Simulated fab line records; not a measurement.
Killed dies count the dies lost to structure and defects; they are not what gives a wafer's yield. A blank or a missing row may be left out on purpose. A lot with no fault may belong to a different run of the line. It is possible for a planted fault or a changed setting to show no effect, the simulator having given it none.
Problem report, 8D (eight disciplines) form, completed by code / flow gf180mcu / the parts of the form that need people (team, actions taken, sign-off) are left out

1. PROBLEM STATEMENT
Wafers without a fault read 260.2 nm, standard deviation 1.2; cd_nm at GF_V4_CD_MEAS_14 reads a mean of 267.7 nm on 6 wafers belonging to 2 lots. That is +6.3 standard deviations from the usual mean.
The step: target cd 260 nm.
First observed at day 28 15:41: wafer L606.1, on cd_sem-01. Wafers with a number at this step in the record: 39, from 13 lots. The rule behind "out" and "out of limits": a value lying over 4 standard deviations away from the usual mean. All remaining wafers that have a number are taken as sound.

2. WHAT IT IS, WHAT IT ISN'T
question=which readings at this step | is=cd_nm | is not=-
question=which lots | is=L606, L607 | is not=L594, L595, L596, L599, L600, L601, L604, L608, L610, L616, L617
question=which wafers of those lots | is=all that have a number | is not=-
question=read on which gauges | is=cd_sem-01, cd_sem-02 | is not=-
question=when | is=from day 28 15:41 | is not=up to then (21 sound wafers); but 12 sound wafers of L608, L610, L616, L617 came after

3. WHAT RULES OUT EACH SUSPECT
Counting: a tool at a process step up to the reading stays a suspect if it ran every lot that is out and no sound lot after the first of them.
- the gauge at GF_V4_CD_MEAS_14 is ruled out. Those wafers that are out were read across 2 gauges (cd_sem-01, cd_sem-02).
- krf_scanner-02 at GF_V4_EXPOSE_11 (exposes mask Via4, target cd 260 nm): kept. It ran every lot that is out, first L606 (day 28 06:15), and no sound lot after that; its last sound lot up to then is L604 (day 27 10:37). Its own exposure_dose_mJ_cm2 readings are out on those wafers.
After counting, what remains is krf_scanner-02 at GF_V4_EXPOSE_11.

4. THE CAUSE (what the simulator had put in)
Process parameter drift: krf_scanner-02, from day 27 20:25 on, at GF_V4_EXPOSE_11. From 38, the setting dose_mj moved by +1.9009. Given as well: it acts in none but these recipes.
Counting left only this tool.

5. SEQUENCE OF EFFECTS, ordered by route
Each row: a reading whose mean over the struck wafers that have a number lies more than 3 standard deviations from the usual. Only readings for which the record gives a usual standard deviation are gone through. hours: the time from each lot's start at the first step in this table that gives one to its start at this step, as a median over the lots. sigmas: the change in usual standard deviations.
hours=0; step=GF_V4_EXPOSE_11; reading=exposure_dose_mJ_cm2; usual=38.01; on struck wafers=39.93; change=+1.92; sigmas=+52
hours=10; step=GF_V4_CD_MEAS_14; reading=cd_nm; usual=260.2 nm; on struck wafers=267.7; change=+7.5; sigmas=+6.3
Its process steps:
- GF_V4_EXPOSE_11: exposes mask Via4, target cd 260 nm.
Later steps that measure or inspect, where all struck wafers having a row at the step show a number for every such reading and not one has moved that far: GF_V4_OVL_MEAS_15.

6. HOW IT WOULD HAVE BEEN CAUGHT EARLIER
Counted from the fault's start at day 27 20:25, it took 19 hours until the first out-of-limits reading at a measuring or inspecting step in this record, taken at day 28 15:41.
Tool's own readings at GF_V4_EXPOSE_11, exposure_dose_mJ_cm2: out on all struck wafers the step has rows for; an alarm limit on them would have tripped on the first.
By day 28 15:41 the whole set of lots that are out, 2 in number, had already begun GF_V4_EXPOSE_11 on krf_scanner-02. None of them would have been spared by holding the tool at that moment.
